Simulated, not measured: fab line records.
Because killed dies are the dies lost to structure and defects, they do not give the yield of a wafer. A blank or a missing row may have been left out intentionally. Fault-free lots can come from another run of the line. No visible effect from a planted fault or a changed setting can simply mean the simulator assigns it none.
One fault through the eyes of 2 desks | flow gf180mcu | numbers are kept per desk, each desk with only its own; the story behind them comes last

== FOR THE TOOL OWNER'S DESK: iline_stepper-02 ==
The tool's own readings at GF_HV_LDD_EXPOSE_16 (exposes mask Pplus LV AREA, target cd 400 nm): means of the sampled wafers that have a number, for each lot that ran on this tool. Any lot whose mean is over 4 standard deviations away from the usual mean is out of limits and marked OUT; that distance is given in the brackets.
Columns: A = exposure_dose_mJ_cm2 at GF_HV_LDD_EXPOSE_16, usual 139.99; B = focus_offset_nm at GF_HV_LDD_EXPOSE_16, usual -0.1 nm
lot  | first seen here | A      | B
L896 | day 15 11:28    | 140.04 | -0.1
L902 | day 17 05:04    | 139.88 | 0.4
Finding of this desk: none of the 2 lots has anything out of limits.

== FROM THE METROLOGY DESK ==
Lot by lot, what the gauges showed, no matter which tool ran the lot: averages of those sampled wafers that carry a number. Any lot whose mean is over 4 standard deviations away from the usual mean is out of limits and marked OUT; that distance is given in the brackets.
Columns: A = cd_nm at GF_HV_LDD_CD_MEAS_07, usual 400.7 nm; B = HV_LDD_OVL at GF_HV_LDD_OVL_MEAS_08, usual -0.2 nm; C = HV_LDD_TW at GF_HV_LDD_TW_MEAS_11, usual 2401
lot  | first seen here | A     | B    | C
L888 | day 12 16:07    | 400.9 | -0.9 | 2409
L889 | day 13 07:02    | 402.4 | -2.3 | 2402
L896 | day 15 00:24    | 398.0 | 0.4  | 2403
L899 | day 15 19:58    | 403.0 | 0.1  | 2412
L900 | day 16 01:46    | 402.1 | 1.1  | 2415
L902 | day 16 17:23    | 396.2 | -2.0 | 2393
Finding of this desk: none of the 6 lots has anything out of limits.

== BROUGHT TOGETHER ==
The desk of the tool owner found nothing out of limits.
Nothing out of limits was seen by the metrology desk.

== WHAT THE SIMULATOR HAD PUT IN ==
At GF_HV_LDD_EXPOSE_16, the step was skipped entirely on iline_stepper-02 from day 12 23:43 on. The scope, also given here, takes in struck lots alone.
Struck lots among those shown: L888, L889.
